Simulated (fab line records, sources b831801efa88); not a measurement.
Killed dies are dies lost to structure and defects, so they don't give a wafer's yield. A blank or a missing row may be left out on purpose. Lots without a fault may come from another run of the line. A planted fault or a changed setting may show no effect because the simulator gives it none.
A struck lot beside a sound one | flow sky130 | 17 steps out of a route of 708
Sound: wafers L757.2, L757.3, L757.4. Struck: wafers L770.1, L770.4, L770.6. The cause comes at the end.
At each step with rows: each side's tool, then ch and its chambers, then its first start. Under that, the readings that differ: sound wafers | struck wafers | difference of the means | sigmas: that difference in standard deviations of wafers without a fault.
alike: readings whose means differ by less than 2 such deviations, and words and numbers that are the same on both sides. not compared: withheld readings, readings that some wafer has no value for, bounds like >300 that may hide the same value, and numbers for which the record gives no deviation and whose values overlap.
The two part at a step that has a row with sigmas, a row that says differs or no value, or rows on one side only. Numbers that don't overlap but have no deviation are shown without sigmas and don't part them. A reading that every wafer of one side lacks parts them only if that side has two wafers or more.

SKY_VT_ADJUST_HVTR_OVL_MEAS_08:
  sound on overlay-01, day 10 23:01; struck on overlay-01, day 15 07:37
  alike: VT_ADJUST_HVTR_OVL
then, 1 step without rows for these wafers: SKY_VT_ADJUST_HVTR_IMPLANT_09.
SKY_VT_ADJUST_HVTR_STRIP_10: strips in O2/N2.
  sound on plasma_asher-03 ch 0,1, day 10 23:11; struck on plasma_asher-03 ch 0, day 15 07:48
  alike: drypump_motor_current_A, oes_product_au, strip_time_to_endpoint_s
  not compared: rf_hours_counter_h
SKY_VT_ADJUST_HVTR_TW_MEAS_11:
  sound on film_metro-04, day 10 23:18; struck on film_metro-03, day 15 07:54
  reading           | sound             | struck            | difference | sigmas
  VT_ADJUST_HVTR_TW | 213.7 213.1 213.7 | 209.3 209.9 209.4 | -4.0       | -3
then, 7 steps without rows for these wafers: SKY_VT_ADJUST_PCH_DEHYDRATE_00 (time 60 s); SKY_VT_ADJUST_PCH_HMDS_01 (prime time 60 s); SKY_VT_ADJUST_PCH_COAT_02 (resist thk 3000 nm); SKY_VT_ADJUST_PCH_SOFTBAKE_03; SKY_VT_ADJUST_PCH_EXPOSE_04 (exposes mask NWM, target cd 840 nm); SKY_VT_ADJUST_PCH_PEB_05; SKY_VT_ADJUST_PCH_DEVELOP_06 (develop time 60 s).
SKY_VT_ADJUST_PCH_OVL_MEAS_07:
  sound on overlay-02, day 11 23:35; struck on overlay-02, day 16 12:07
  alike: VT_ADJUST_PCH_OVL
SKY_VT_ADJUST_PCH_IMPLANT_08:
  sound on implanter-03 ch 0, day 11 23:38; struck on implanter-03 ch 0, day 16 12:10
  reading            | sound                         | struck                      | difference | sigmas
  beam_energy_keV    | 10.004 9.996 9.999            | 9.993 9.995 9.992           | -0.006     | -2
  dose_ions_cm2      | 4.988e+11 5.002e+11 4.998e+11 | 3.4e+11 3.402e+11 3.397e+11 | -1.6e+11   | -99 or more
  faraday_current_uA | 2.81 2.75 2.80                | 1.91 2.01 1.96              | -0.83      | -15
SKY_VT_ADJUST_PCH_STRIP_09: strips in O2/N2.
  sound on plasma_asher-04 ch 0,1, day 11 23:46; struck on plasma_asher-02 ch 1, day 16 12:19
  reading                     | sound       | struck      | difference | sigmas
  drypump_motor_current_A (A) | 5.1 5.1 5.1 | 6.3 6.3 6.3 | +1.2       | +2
  alike: oes_product_au, strip_time_to_endpoint_s
  not compared: rf_hours_counter_h
SKY_VT_ADJUST_PCH_TW_MEAS_10:
  sound on film_metro-01, day 11 23:52; struck on film_metro-02, day 16 12:25
  reading          | sound             | struck            | difference | sigmas
  VT_ADJUST_PCH_TW | 145.4 144.5 144.7 | 130.6 130.2 129.9 | -14.6      | -21
then, 1 step without rows for these wafers: SKY_SONOS_TUNNEL_DEHYDRATE_00 (time 60 s).
-- the record jumps here: 34 days lie between the struck wafers' starts before and after (it left off in module SONOS_TUNNEL and takes up again in module PAD_OPEN, whose first step shown is number 708 of the route) --
SKY_PAD_OPEN_PROBE_99:
  sound on prober-02, day 47 01:24; struck on prober-01, day 50 13:37
  reading                                  | sound                   | struck                  | difference | sigmas
  model.etest.pfet_01v8_lvt.off_log10_a_um | -8.802 -8.716 -9.049    | -9.479 -9.247 -9.236    | -0.465     |
  model.etest.pfet_g5v0d10v5.vt_sat_v (V)  | -0.6215 -0.6381 -0.6485 | -0.6539 -0.6698 -0.6795 | -0.0317    |
  model.etest.pfet_16v.vt_v (V)            | -1.08 -1.081 -1.089     | -1.14 -1.144 -1.144     | -0.06      |
  model.etest.pfet_g5v0d10v5.vt_v (V)      | -0.8133 -0.8283 -0.8341 | -0.847 -0.8633 -0.8725  | -0.036     |
  model.etest.pfet_g5v0d10v5.vt_long_v (V) | -0.9154 -0.913 -0.9194  | -0.9705 -0.9658 -0.9738 | -0.0541    |
  model.etest.pfet_01v8_lvt.vt_sat_v (V)   | -0.4417 -0.4387 -0.452  | -0.4851 -0.4825 -0.4799 | -0.0384    |
  alike: killed_at_M0_to_M3, killed_at_M4_up, killed_at_contacts, killed_at_front_end, killed_at_other, killed_dies, killed_open, killed_short
  not compared: model.etest.pfet_01v8_lvt.drive_ua_um, model.etest.pfet_g5v0d10v5.off_log10_a_um

WHERE THEY PART
First at SKY_VT_ADJUST_HVTR_TW_MEAS_11; last, within this record, at SKY_VT_ADJUST_PCH_TW_MEAS_10. Later steps at which nothing parts them and some readings are alike: SKY_PAD_OPEN_PROBE_99.

WHY: what the simulator had put in
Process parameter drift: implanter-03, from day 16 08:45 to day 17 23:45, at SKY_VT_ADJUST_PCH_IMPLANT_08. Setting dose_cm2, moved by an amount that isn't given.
